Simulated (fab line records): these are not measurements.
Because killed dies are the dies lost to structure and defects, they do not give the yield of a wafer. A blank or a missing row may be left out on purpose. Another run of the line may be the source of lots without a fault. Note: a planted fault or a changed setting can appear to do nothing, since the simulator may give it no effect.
8D (eight disciplines) problem report, filled in by code    flow gf180mcu    the parts of the form that need people (team, actions taken, sign-off) are left out

1. THE PROBLEM
Mean of run length s at GF_POLY_GATE_ETCH_13: 87.8 s across 2 wafers in 2 lots; on wafers with no fault it is 98.1 s (standard deviation 0.37). That is -28 standard deviations from the usual mean.
The step: etches poly-Si in HBr/Cl2, stops on SiO2, target depth 198.5 nm, time 69.6 s.
Seen first at day 14 12:23 on rie si-01, wafer L367.3. The record holds 36 wafers of 12 lots with a number at this step. By rule, "out" or "out of limits" means more than 4 standard deviations away from the usual mean. The rest of the wafers with a number are treated as sound.

2. WHAT THIS IS AND IS NOT
question                     is                 is not
which readings at this step  run length s       drypump motor current A, mfc cl2 sccm, throttle valve pct
which lots                   L367, L368         L349, L350, L351, L353, L354, L357, L358, L359, L360, L371
which wafers of those lots   L367.3, L368.3     L367.5, L367.6, L368.1, L368.4
read on which tools          rie si-01          rie si-02
when                         from day 14 12:23  up to then (29 sound wafers); but 5 sound wafers of L368, L371 came after

3. WHAT RULES OUT EACH SUSPECT
Counting: a tool at a process step up to the reading stays a suspect if it ran every lot that is out. Sound lots after the first of them don't rule it out here, since some wafers of a struck lot are sound.
- rie si-01 at GF_POLY_GATE_ETCH_13 (etches poly-Si in HBr/Cl2, stops on SiO2, target depth 198.5 nm, time 69.6 s): kept. Ran every lot that is out, first one L367 (day 14 12:23); last sound lot up to then L359 (day 12 03:17). Out on those wafers are its own readings of run length s.
After counting, what remains is rie si-01 at GF_POLY_GATE_ETCH_13.

4. THE CAUSE (what the simulator had put in)
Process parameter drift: rie si-01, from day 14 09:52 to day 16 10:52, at GF_POLY_GATE_ETCH_13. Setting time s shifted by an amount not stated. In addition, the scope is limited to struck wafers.
Only this tool survived the counting.

5. THE CHAIN OF EFFECTS, in route order
One row per reading whose mean, taken over the struck wafers that have a number, lies over 3 standard deviations from the usual. Scope: only readings with a usual standard deviation given in the record; hours: median across lots of the time from each lot's start at the first step in this table that gives one to its start at this step; sigmas: change in usual standard deviations.
hours  step                  reading       usual   on struck wafers  change  sigmas
0      GF_POLY_GATE_ETCH_13  run length s  98.1 s  87.8              -10.2   -28
Process steps it contains:
- GF_POLY_GATE_ETCH_13: etches poly-Si in HBr/Cl2, stops on SiO2, target depth 198.5 nm, time 69.6 s.

6. WHAT WOULD HAVE CAUGHT IT SOONER
In this record the first reading out of limits was taken at day 14 12:23, 3 hours after the fault began at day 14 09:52.
